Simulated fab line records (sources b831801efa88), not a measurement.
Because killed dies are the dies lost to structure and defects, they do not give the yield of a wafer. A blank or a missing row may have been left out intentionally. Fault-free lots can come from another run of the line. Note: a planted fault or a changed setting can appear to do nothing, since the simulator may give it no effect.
Problem report in the 8D (eight disciplines) form, filled by code | flow sky130 | the parts of the form that need people (team, actions taken, sign-off) are left out

## 1. WHAT IS WRONG
Wafers free of any fault read 0.337 ohm/sq (standard deviation 0.0034) for CONTACT_W_RS at SKY_CONTACT_RS_MEAS_25, against a mean of 0.316 ohm/sq on 2 wafers of 2 lots. Measured from the usual mean, that is -6.3 standard deviations.
The step: measures by four-point-probe.
Earliest sighting: wafer L647.2 on filmMetro-04 at day 37 13:26. Wafers with a number at this step in the record: 37, from 13 lots. Rule for "out", or "out of limits": more than 4 standard deviations from the usual mean. All remaining wafers that have a number are taken as sound.

## 2. WHAT THIS IS AND IS NOT
question                    | is                | is not
which readings at this step | CONTACT_W_RS      | -
which lots                  | L646, L647        | L634, L635, L636, L637, L638, L639, L640, L650, L652, L654, L657
which wafers of those lots  | L646.1, L647.2    | L646.3, L647.3
read on which gauges        | filmMetro-04      | filmMetro-01, filmMetro-03
when                        | from day 37 13:26 | up to then (25 sound wafers); but 10 sound wafers of L646, L652, L654, L657 came after

## 3. WHAT RULES OUT EACH SUSPECT
Counting: any tool at a process step up to the reading remains a suspect provided it ran every lot that is out. Sound lots after the first of them don't rule it out here, since some wafers of a struck lot are sound.
- the gauge at SKY_CONTACT_RS_MEAS_25: kept. All the wafers that are out were read on filmMetro-04, and no step on other tools shows them out.
- cvdW-01 at SKY_CONTACT_CVD_24 (deposits W, target thk 340 nm, time 102.12 s): kept. It processed each lot that is out (first: L647, day 37 13:18); up to then, its last sound lot is L639 (day 33 16:46).
After counting, cvdW-01 at SKY_CONTACT_CVD_24 and filmMetro-04 at SKY_CONTACT_RS_MEAS_25 remain.

## 4. THE CAUSE (what the simulator had put in)
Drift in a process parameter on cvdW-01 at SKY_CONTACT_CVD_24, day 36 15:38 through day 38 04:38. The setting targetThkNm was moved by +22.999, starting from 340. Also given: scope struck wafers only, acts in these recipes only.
2 suspects survive the count, and this tool is in that group.

## 5. THE EFFECT CHAIN, in route order
Each row: a reading whose mean over the struck wafers that have a number lies more than 3 standard deviations from the usual. Only readings for which the record gives a usual standard deviation are gone through. hours: the time from each lot's start at the first step in this table that gives one to its start at this step, as a median over the lots. sigmas: the change in usual standard deviations.
hours | step                    | reading       | usual        | on struck wafers | change | sigmas
0     | SKY_CONTACT_RS_MEAS_25  | CONTACT_W_RS  | 0.337 ohm/sq | 0.316            | -0.022 | -6.3
0     | SKY_CONTACT_THK_MEAS_26 | CONTACT_W_THK | 346 nm       | 377              | +31    | +6.9
At these later measuring or inspecting steps, every struck wafer for which the step has a row has a number for every such reading, and none has moved that far: SKY_METAL1_RS_MEAS_05.

## 6. HOW IT WOULD HAVE BEEN CAUGHT EARLIER
In this record the first reading out of limits at a measuring or inspecting step was taken at day 37 13:26, 22 hours after the fault began at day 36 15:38.
No tool reading at SKY_CONTACT_CVD_24 that has a usual standard deviation in the record was out on any struck wafer, so an alarm limit of 4 standard deviations on those readings would not have fired.
Lots out: 2; of these, L646 started SKY_CONTACT_CVD_24 on cvdW-01 after day 37 13:26. Had the tool been put on hold then, it would have been spared.
